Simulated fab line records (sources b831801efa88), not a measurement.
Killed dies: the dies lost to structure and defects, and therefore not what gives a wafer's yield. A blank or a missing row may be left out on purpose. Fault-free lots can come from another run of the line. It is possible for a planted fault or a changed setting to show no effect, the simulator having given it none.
fab line records || flow sky130 || part 2 of 2: steps 44 to 44 of 44
record {"lots": 6, "wafers": 18, "last-day": 50}
route steps=708 shown VIA2@522 METAL3@532 CAPM@537 PAD_OPEN@708
lots untouched by any fault: they come from a run of this same line in which no faults occurred
start-h: hours from the record's opening day to when the first of the lot's shown wafers began || wait-h: hours since the lot's step before || " the same as in the row above || L1.1+2: one row covering several wafers at once || - no value, or no start was given || * or withheld: withheld || < > ~ a bound
route shown NAME@n: a module of which the file shows steps, and the number in the route of the first || usual: the fault-free wafers' mean and standard deviation || same: alike in all rows || chamber/n: place in a boat || sites: readings site by site || _std_site: standard deviation across them || _edge_site: mean of outer sites minus mean of inner sites || radius-mm: for every site, how far away it sits from the centre of the wafer || mask NAME#n: copy n || behind: the most recent tool/chamber to have shaped the wafer || hold: what put the lot on hold/how long, in hours/how the hold closed || device: transistor that didn't switch, given as n, p or np || end of line: tests of these same wafers at the route's end || a step given without rows: its recipe and nothing more || killed: count of dies lost to structure and defects at first sort (not the wafer's yield) || map: per-die view of a wafer (x killed, . not killed, _ where there is no die)
set.NAME: the setting as run; set.NAME@STEP: as run at that earlier step || model.NAME: the simulator's own value behind a step, which no gauge read
certain route steps with their lots: each step a table, each wafer a row
services: the hour from which a tool's chamber was out of use, counted from the record's first day as start-h (under 0 if before that day), plus the number of hours and why
## steps
# step SKY_PAD_OPEN_PROBE_99
# usual {"defect-limited-yield": "82.7/1.9", "killed_at_M0_to_M3": "44/7.2", "killed_at_M4_up": "2.9/1.8", "killed-at-contacts": "24/5.2", "killed-at-front-end": "15/4", "killed-at-other": "0.2/0.49", "killed-dies": "85/9.1", "killed-open": "47/6.8", "killed-short": "38/5.7", "sort_bin_3_pad_short": "0.9/0.44", "sort_bin_5_function": "10.3/1.4", "sort_bin_6_memory": "6.2/1.1", "sort-n-pass": "407/9.1", "sort-yield-pct": "82.7/1.9"}
# same {"gross-dies": 492, "killed-at-back-side": 0, "sort_bin_4_leakage[%]": 0, "sort_bin_8_speed[%]": 0}
{"lot.wafer": "L831.1", "tool": "prober-02", "chamber": "-", "start-h": 1136.42, "wait-h": 0.1, "defect-limited-yield[%]": 83.3, "killed_at_M0_to_M3": 40, "killed_at_M4_up": 1, "killed-at-contacts": 26, "killed-at-front-end": 15, "killed-at-other": 0, "killed-dies": 82, "killed-open": 47, "killed-short": 35, "sort_bin_3_pad_short[%]": 1.0, "sort_bin_5_function[%]": 10.8, "sort_bin_6_memory[%]": 4.9, "sort-n-pass": 410, "sort-yield-pct[%]": 83.3, "model.etest.met3.line-ohm-um": 0.1451, "model.etest.met3.rs-ohm-sq": 0.04358}
{"lot.wafer": "L831.3", "tool": "prober-02", "chamber": "-", "start-h": 1136.52, "wait-h": 0.2, "defect-limited-yield[%]": 84.3, "killed_at_M0_to_M3": 41, "killed_at_M4_up": 1, "killed-at-contacts": 25, "killed-at-front-end": 9, "killed-at-other": 1, "killed-dies": 77, "killed-open": 46, "killed-short": 31, "sort_bin_3_pad_short[%]": 0.4, "sort_bin_5_function[%]": 7.3, "sort_bin_6_memory[%]": 7.9, "sort-n-pass": 415, "sort-yield-pct[%]": 84.3, "model.etest.met3.line-ohm-um": 0.1415, "model.etest.met3.rs-ohm-sq": 0.04267}
{"lot.wafer": "L831.4", "tool": "prober-02", "chamber": "-", "start-h": 1136.57, "wait-h": 0.2, "defect-limited-yield[%]": 79.9, "killed_at_M0_to_M3": 58, "killed_at_M4_up": 2, "killed-at-contacts": 25, "killed-at-front-end": 13, "killed-at-other": 1, "killed-dies": 99, "killed-open": 54, "killed-short": 45, "sort_bin_3_pad_short[%]": 1.2, "sort_bin_5_function[%]": 11.6, "sort_bin_6_memory[%]": 7.3, "sort-n-pass": 393, "sort-yield-pct[%]": 79.9, "model.etest.met3.line-ohm-um": 0.1426, "model.etest.met3.rs-ohm-sq": 0.04243}
{"lot.wafer": "L833.1", "tool": "prober-01", "chamber": "-", "start-h": 1154.05, "wait-h": 0.1, "defect-limited-yield[%]": 80.7, "killed_at_M0_to_M3": 52, "killed_at_M4_up": 1, "killed-at-contacts": 28, "killed-at-front-end": 14, "killed-at-other": 0, "killed-dies": 95, "killed-open": 52, "killed-short": 43, "sort_bin_3_pad_short[%]": 0.8, "sort_bin_5_function[%]": 10.6, "sort_bin_6_memory[%]": 7.9, "sort-n-pass": 397, "sort-yield-pct[%]": 80.7, "model.etest.met3.line-ohm-um": 0.1397, "model.etest.met3.rs-ohm-sq": 0.04214}
{"lot.wafer": "L833.4", "tool": "prober-01", "chamber": "-", "start-h": 1154.20, "wait-h": 0.2, "defect-limited-yield[%]": 82.7, "killed_at_M0_to_M3": 49, "killed_at_M4_up": 0, "killed-at-contacts": 20, "killed-at-front-end": 16, "killed-at-other": 0, "killed-dies": 85, "killed-open": 49, "killed-short": 36, "sort_bin_3_pad_short[%]": 0.4, "sort_bin_5_function[%]": 10.8, "sort_bin_6_memory[%]": 6.1, "sort-n-pass": 407, "sort-yield-pct[%]": 82.7, "model.etest.met3.line-ohm-um": 0.137, "model.etest.met3.rs-ohm-sq": 0.04161}
{"lot.wafer": "L833.5", "tool": "prober-01", "chamber": "-", "start-h": 1154.25, "wait-h": 0.2, "defect-limited-yield[%]": 83.9, "killed_at_M0_to_M3": 34, "killed_at_M4_up": 2, "killed-at-contacts": 30, "killed-at-front-end": 13, "killed-at-other": 0, "killed-dies": 79, "killed-open": 47, "killed-short": 32, "sort_bin_3_pad_short[%]": 0.6, "sort_bin_5_function[%]": 8.1, "sort_bin_6_memory[%]": 7.3, "sort-n-pass": 413, "sort-yield-pct[%]": 83.9, "model.etest.met3.line-ohm-um": 0.1384, "model.etest.met3.rs-ohm-sq": 0.0421}
{"lot.wafer": "L835.1", "tool": "prober-01", "chamber": "-", "start-h": 1164.42, "wait-h": 0.1, "defect-limited-yield[%]": 83.9, "killed_at_M0_to_M3": 34, "killed_at_M4_up": 4, "killed-at-contacts": 21, "killed-at-front-end": 20, "killed-at-other": 0, "killed-dies": 79, "killed-open": 47, "killed-short": 32, "sort_bin_3_pad_short[%]": 0.6, "sort_bin_5_function[%]": 9.6, "sort_bin_6_memory[%]": 5.9, "sort-n-pass": 413, "sort-yield-pct[%]": 83.9, "model.etest.met3.line-ohm-um": 0.1378, "model.etest.met3.rs-ohm-sq": 0.04293}
{"lot.wafer": "L835.3", "tool": "prober-01", "chamber": "-", "start-h": 1164.52, "wait-h": 0.2, "defect-limited-yield[%]": 82.3, "killed_at_M0_to_M3": 42, "killed_at_M4_up": 2, "killed-at-contacts": 27, "killed-at-front-end": 16, "killed-at-other": 0, "killed-dies": 87, "killed-open": 40, "killed-short": 47, "sort_bin_3_pad_short[%]": 0.6, "sort_bin_5_function[%]": 10.4, "sort_bin_6_memory[%]": 6.7, "sort-n-pass": 405, "sort-yield-pct[%]": 82.3, "model.etest.met3.line-ohm-um": 0.145, "model.etest.met3.rs-ohm-sq": 0.0429}
{"lot.wafer": "L835.6", "tool": "prober-01", "chamber": "-", "start-h": 1164.67, "wait-h": 0.2, "defect-limited-yield[%]": 85.4, "killed_at_M0_to_M3": 30, "killed_at_M4_up": 4, "killed-at-contacts": 22, "killed-at-front-end": 15, "killed-at-other": 1, "killed-dies": 72, "killed-open": 35, "killed-short": 37, "sort_bin_3_pad_short[%]": 1.6, "sort_bin_5_function[%]": 7.9, "sort_bin_6_memory[%]": 5.1, "sort-n-pass": 420, "sort-yield-pct[%]": 85.4, "model.etest.met3.line-ohm-um": 0.1461, "model.etest.met3.rs-ohm-sq": 0.04243}
{"lot.wafer": "L841.1", "tool": "prober-01", "chamber": "-", "start-h": 1195.17, "wait-h": 0.1, "defect-limited-yield[%]": 82.1, "killed_at_M0_to_M3": 43, "killed_at_M4_up": 7, "killed-at-contacts": 29, "killed-at-front-end": 8, "killed-at-other": 1, "killed-dies": 88, "killed-open": 42, "killed-short": 46, "sort_bin_3_pad_short[%]": 1.4, "sort_bin_5_function[%]": 10.4, "sort_bin_6_memory[%]": 6.1, "sort-n-pass": 404, "sort-yield-pct[%]": 82.1, "model.etest.met3.line-ohm-um": 0.1887, "model.etest.met3.rs-ohm-sq": 0.05614}
{"lot.wafer": "L841.2", "tool": "prober-01", "chamber": "-", "start-h": 1195.22, "wait-h": 0.1, "defect-limited-yield[%]": 85.4, "killed_at_M0_to_M3": 34, "killed_at_M4_up": 2, "killed-at-contacts": 15, "killed-at-front-end": 21, "killed-at-other": 0, "killed-dies": 72, "killed-open": 45, "killed-short": 27, "sort_bin_3_pad_short[%]": 0.6, "sort_bin_5_function[%]": 8.5, "sort_bin_6_memory[%]": 5.5, "sort-n-pass": 420, "sort-yield-pct[%]": 85.4, "model.etest.met3.line-ohm-um": 0.1841, "model.etest.met3.rs-ohm-sq": 0.05498}
{"lot.wafer": "L841.4", "tool": "prober-01", "chamber": "-", "start-h": 1195.32, "wait-h": 0.2, "defect-limited-yield[%]": 85.6, "killed_at_M0_to_M3": 42, "killed_at_M4_up": 3, "killed-at-contacts": 13, "killed-at-front-end": 13, "killed-at-other": 0, "killed-dies": 71, "killed-open": 40, "killed-short": 31, "sort_bin_3_pad_short[%]": 0.4, "sort_bin_5_function[%]": 9.3, "sort_bin_6_memory[%]": 4.7, "sort-n-pass": 421, "sort-yield-pct[%]": 85.6, "model.etest.met3.line-ohm-um": 0.1892, "model.etest.met3.rs-ohm-sq": 0.05532}
{"lot.wafer": "L843.1", "tool": "prober-01", "chamber": "-", "start-h": 1204.21, "wait-h": 0.1, "defect-limited-yield[%]": 81.5, "killed_at_M0_to_M3": 41, "killed_at_M4_up": 1, "killed-at-contacts": 26, "killed-at-front-end": 23, "killed-at-other": 0, "killed-dies": 91, "killed-open": 54, "killed-short": 37, "sort_bin_3_pad_short[%]": 0.8, "sort_bin_5_function[%]": 11.2, "sort_bin_6_memory[%]": 6.5, "sort-n-pass": 401, "sort-yield-pct[%]": 81.5, "model.etest.met3.line-ohm-um": 0.1845, "model.etest.met3.rs-ohm-sq": 0.05526}
{"lot.wafer": "L843.2", "tool": "prober-01", "chamber": "-", "start-h": 1204.26, "wait-h": 0.1, "defect-limited-yield[%]": 84.3, "killed_at_M0_to_M3": 36, "killed_at_M4_up": 4, "killed-at-contacts": 21, "killed-at-front-end": 16, "killed-at-other": 0, "killed-dies": 77, "killed-open": 45, "killed-short": 32, "sort_bin_3_pad_short[%]": 1.0, "sort_bin_5_function[%]": 8.9, "sort_bin_6_memory[%]": 5.7, "sort-n-pass": 415, "sort-yield-pct[%]": 84.3, "model.etest.met3.line-ohm-um": 0.1786, "model.etest.met3.rs-ohm-sq": 0.05538}
{"lot.wafer": "L843.3", "tool": "prober-01", "chamber": "-", "start-h": 1204.31, "wait-h": 0.2, "defect-limited-yield[%]": 81.5, "killed_at_M0_to_M3": 48, "killed_at_M4_up": 2, "killed-at-contacts": 29, "killed-at-front-end": 11, "killed-at-other": 1, "killed-dies": 91, "killed-open": 50, "killed-short": 41, "sort_bin_3_pad_short[%]": 0.2, "sort_bin_5_function[%]": 12.4, "sort_bin_6_memory[%]": 5.9, "sort-n-pass": 401, "sort-yield-pct[%]": 81.5, "model.etest.met3.line-ohm-um": 0.1858, "model.etest.met3.rs-ohm-sq": 0.05486}
{"lot.wafer": "L844.1", "tool": "prober-02", "chamber": "-", "start-h": 1205.45, "wait-h": 0.1, "defect-limited-yield[%]": 86.8, "killed_at_M0_to_M3": 34, "killed_at_M4_up": 5, "killed-at-contacts": 16, "killed-at-front-end": 10, "killed-at-other": 0, "killed-dies": 65, "killed-open": 36, "killed-short": 29, "sort_bin_3_pad_short[%]": 0, "sort_bin_5_function[%]": 9.6, "sort_bin_6_memory[%]": 3.7, "sort-n-pass": 427, "sort-yield-pct[%]": 86.8, "model.etest.met3.line-ohm-um": 0.1389, "model.etest.met3.rs-ohm-sq": 0.04313}
{"lot.wafer": "L844.2", "tool": "prober-02", "chamber": "-", "start-h": 1205.50, "wait-h": 0.1, "defect-limited-yield[%]": 83.5, "killed_at_M0_to_M3": 49, "killed_at_M4_up": 1, "killed-at-contacts": 24, "killed-at-front-end": 7, "killed-at-other": 0, "killed-dies": 81, "killed-open": 48, "killed-short": 33, "sort_bin_3_pad_short[%]": 0.4, "sort_bin_5_function[%]": 10.4, "sort_bin_6_memory[%]": 5.7, "sort-n-pass": 411, "sort-yield-pct[%]": 83.5, "model.etest.met3.line-ohm-um": 0.146, "model.etest.met3.rs-ohm-sq": 0.04305}
{"lot.wafer": "L844.6", "tool": "prober-02", "chamber": "-", "start-h": 1205.70, "wait-h": 0.2, "defect-limited-yield[%]": 84.6, "killed_at_M0_to_M3": 45, "killed_at_M4_up": 1, "killed-at-contacts": 20, "killed-at-front-end": 10, "killed-at-other": 0, "killed-dies": 76, "killed-open": 38, "killed-short": 38, "sort_bin_3_pad_short[%]": 1.2, "sort_bin_5_function[%]": 7.1, "sort_bin_6_memory[%]": 7.1, "sort-n-pass": 416, "sort-yield-pct[%]": 84.6, "model.etest.met3.line-ohm-um": 0.1389, "model.etest.met3.rs-ohm-sq": 0.04288}
# killed by level:class
L831.1 CONTACT:geometric-particle:open=13 VIA1:geometric-particle:open=10 VIA2:geometric-particle:open=7 FIELD_ISO:geometric-particle:short=6 LI_CONTACT:geometric-particle:open=5 METAL1:geometric-particle:short=5 VIA1:geometric-particle:short=5 LOCAL_INTERCONNECT:geometric-particle:short=4
L831.3 VIA1:geometric-particle:open=14 LI_CONTACT:geometric-particle:open=9 VIA3:geometric-particle:open=8 CONTACT:geometric-particle:short=6 METAL3:geometric-particle:short=5 CONTACT:geometric-particle:open=4 METAL2:geometric-particle:short=4 VIA2:geometric-particle:open=4
L831.4 VIA2:geometric-particle:open=10 VIA1:geometric-particle:open=10 CONTACT:geometric-particle:open=10 VIA3:geometric-particle:open=10 CONTACT:geometric-particle:short=6 METAL1:geometric-particle:short=6 METAL2:geometric-particle:short=6 VIA2:geometric-particle:short=6
L833.1 VIA1:geometric-particle:open=14 CONTACT:geometric-particle:open=10 VIA1:geometric-particle:short=10 LI_CONTACT:geometric-particle:open=8 VIA3:geometric-particle:open=7 METAL1:geometric-particle:short=6 CONTACT:geometric-particle:short=6 VIA2:geometric-particle:open=5
L833.4 VIA1:geometric-particle:open=17 METAL1:geometric-particle:short=9 FIELD_ISO:geometric-particle:open=7 LI_CONTACT:geometric-particle:open=6 VIA3:geometric-particle:open=6 LI_CONTACT:geometric-particle:short=4 CONTACT:geometric-particle:open=4 CONTACT:geometric-particle:short=4
L833.5 CONTACT:geometric-particle:open=13 VIA1:geometric-particle:open=6 LI_CONTACT:geometric-particle:open=5 CONTACT:geometric-particle:short=5 LOCAL_INTERCONNECT:geometric-particle:short=5 VIA3:geometric-particle:open=5 METAL1:geometric-particle:short=4 METAL2:geometric-particle:short=4
L835.1 VIA1:geometric-particle:open=10 CONTACT:geometric-particle:open=8 FIELD_ISO:geometric-particle:open=7 FIELD_ISO:geometric-particle:short=5 VIA3:geometric-particle:open=5 LI_CONTACT:geometric-particle:open=5 CONTACT:geometric-particle:short=5 POLY_GATE:geometric-particle:open=4
L835.3 CONTACT:geometric-particle:open=10 CONTACT:geometric-particle:short=7 VIA1:geometric-particle:open=7 VIA2:geometric-particle:open=7 VIA3:geometric-particle:open=6 FIELD_ISO:geometric-particle:short=5 LOCAL_INTERCONNECT:geometric-particle:short=5 VIA1:geometric-particle:short=5
L835.6 CONTACT:geometric-particle:open=7 LOCAL_INTERCONNECT:geometric-particle:short=6 FIELD_ISO:geometric-particle:short=5 LI_CONTACT:geometric-particle:open=5 VIA1:geometric-particle:open=5 VIA1:geometric-particle:short=4 VIA2:geometric-particle:short=4 METAL3:geometric-particle:short=4
L841.1 CONTACT:geometric-particle:open=10 VIA1:geometric-particle:open=8 VIA3:geometric-particle:open=8 CONTACT:geometric-particle:short=7 LOCAL_INTERCONNECT:geometric-particle:short=6 METAL2:geometric-particle:short=5 METAL1:geometric-particle:short=5 VIA2:geometric-particle:open=5
L841.2 CONTACT:geometric-particle:open=10 VIA3:geometric-particle:open=8 POLY_GATE:geometric-particle:open=7 FIELD_ISO:geometric-particle:short=6 VIA1:geometric-particle:open=6 VIA2:geometric-particle:open=5 FIELD_ISO:geometric-particle:open=4 LOCAL_INTERCONNECT:geometric-particle:short=4
L841.4 VIA3:geometric-particle:open=11 VIA1:geometric-particle:open=9 FIELD_ISO:geometric-particle:short=7 VIA2:geometric-particle:open=7 METAL2:geometric-particle:short=7 CONTACT:geometric-particle:open=6 METAL1:geometric-particle:short=4 METAL4:geometric-particle:short=3
L843.1 CONTACT:geometric-particle:open=15 FIELD_ISO:geometric-particle:open=8 VIA1:geometric-particle:open=8 VIA2:geometric-particle:open=7 FIELD_ISO:geometric-particle:short=5 POLY_GATE:geometric-particle:open=5 METAL1:geometric-particle:short=5 VIA2:geometric-particle:short=5
L843.2 LI_CONTACT:geometric-particle:open=9 VIA2:geometric-particle:open=8 FIELD_ISO:geometric-particle:open=6 CONTACT:geometric-particle:open=6 VIA1:geometric-particle:open=6 POLY_GATE:geometric-particle:short=5 VIA1:geometric-particle:short=4 VIA3:geometric-particle:open=4
L843.3 VIA3:geometric-particle:open=12 CONTACT:geometric-particle:open=11 LI_CONTACT:geometric-particle:open=9 VIA2:geometric-particle:open=9 VIA1:geometric-particle:short=8 METAL1:geometric-particle:short=6 CONTACT:geometric-particle:short=5 FIELD_ISO:geometric-particle:short=4
L844.1 VIA1:geometric-particle:open=10 VIA3:geometric-particle:open=7 CONTACT:geometric-particle:open=6 VIA1:geometric-particle:short=6 LOCAL_INTERCONNECT:geometric-particle:short=5 VIA2:geometric-particle:open=4 FIELD_ISO:geometric-particle:short=3 FIELD_ISO:geometric-particle:open=3
L844.2 VIA3:geometric-particle:open=10 VIA1:geometric-particle:open=10 CONTACT:geometric-particle:open=9 LOCAL_INTERCONNECT:geometric-particle:short=5 METAL2:geometric-particle:short=5 METAL1:geometric-particle:short=5 POLY_GATE:geometric-particle:open=4 LI_CONTACT:geometric-particle:open=4
L844.6 VIA1:geometric-particle:open=12 LI_CONTACT:geometric-particle:short=6 VIA3:geometric-particle:open=6 CONTACT:geometric-particle:open=5 VIA1:geometric-particle:short=5 METAL2:geometric-particle:short=5 VIA2:geometric-particle:open=5 METAL3:geometric-particle:short=5
## services
{"tool": "cvd-w-01", "chamber": "-", "start-h": 904.00, "hours": 14.0, "kind": "pm"}
{"tool": "cvd-w-01", "chamber": 0, "start-h": 904.00, "hours": 14.0, "kind": "vent-cycle"}
{"tool": "cvd-w-01", "chamber": 1, "start-h": 904.00, "hours": 14.0, "kind": "vent-cycle"}
{"tool": "cvd-w-01", "chamber": 0, "start-h": 918.00, "hours": "-", "kind": "clean"}
{"tool": "cvd-w-01", "chamber": 1, "start-h": 918.00, "hours": "-", "kind": "clean"}
{"tool": "rie-metal-03", "chamber": 0, "start-h": 925.01, "hours": 1.5, "kind": "repair"}
{"tool": "pvd-sputter-04", "chamber": "-", "start-h": 950.92, "hours": 4.6, "kind": "repair"}
{"tool": "pvd-sputter-01", "chamber": "-", "start-h": 962.29, "hours": 24.6, "kind": "repair"}
{"tool": "cvd-w-01", "chamber": "-", "start-h": 967.39, "hours": 6.9, "kind": "pm"}
{"tool": "pvd-sputter-03", "chamber": "-", "start-h": 987.38, "hours": 2.8, "kind": "repair"}
{"tool": "cvd-w-02", "chamber": "-", "start-h": 1009.64, "hours": 6.0, "kind": "pm"}
{"tool": "rie-metal-04", "chamber": 0, "start-h": 1013.26, "hours": "-", "kind": "clean"}
{"tool": "rie-metal-04", "chamber": 0, "start-h": 1013.26, "hours": 18.1, "kind": "scheduled-down"}
{"tool": "rie-metal-04", "chamber": 0, "start-h": 1013.26, "hours": 18.1, "kind": "vent-cycle"}
{"tool": "pvd-sputter-04", "chamber": "-", "start-h": 1026.40, "hours": 2.1, "kind": "repair"}
{"tool": "rie-metal-03", "chamber": 1, "start-h": 1032.84, "hours": 12.0, "kind": "repair"}
{"tool": "rie-metal-04", "chamber": "-", "start-h": 1051.16, "hours": 2.8, "kind": "pm"}
## key
first-sign {"step": "SKY_METAL3_SPUTTER_02", "reading": "cathode-dc-power-W", "direction": "down", "sigmas": "99+", "usual": 10600, "struck": 8222.3}
effect {"step": "SKY_METAL3_METAL_ETCH_18", "reading": "oes-product-au", "direction": "down", "sigmas": 13, "usual": 0.868, "struck": 0.774}
model-effect {"step": "SKY_METAL3_SPUTTER_02", "value": "AlCu_of_METAL3_SPUTTER_02.thk-nm", "without": 733.6, "struck": 568.7}
model-effect {"step": "SKY_PAD_OPEN_PROBE_99", "value": "etest.met3.line-ohm-um", "without": 0.143, "struck": 0.1852}
met-at SKY_METAL3_SPUTTER_02
struck-wafers L841.1,L841.2,L841.4,L843.1,L843.2,L843.3
onset-between 941.89 996.81
fault {"kind": "process-parameter-drift", "tool": "pvd-sputter-02", "chamber": "-", "onset-h": 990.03, "steps": "SKY_METAL3_SPUTTER_02", "channel": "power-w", "offset": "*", "shape": "step", "end-h": 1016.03, "acts-in": "*", "stated": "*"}
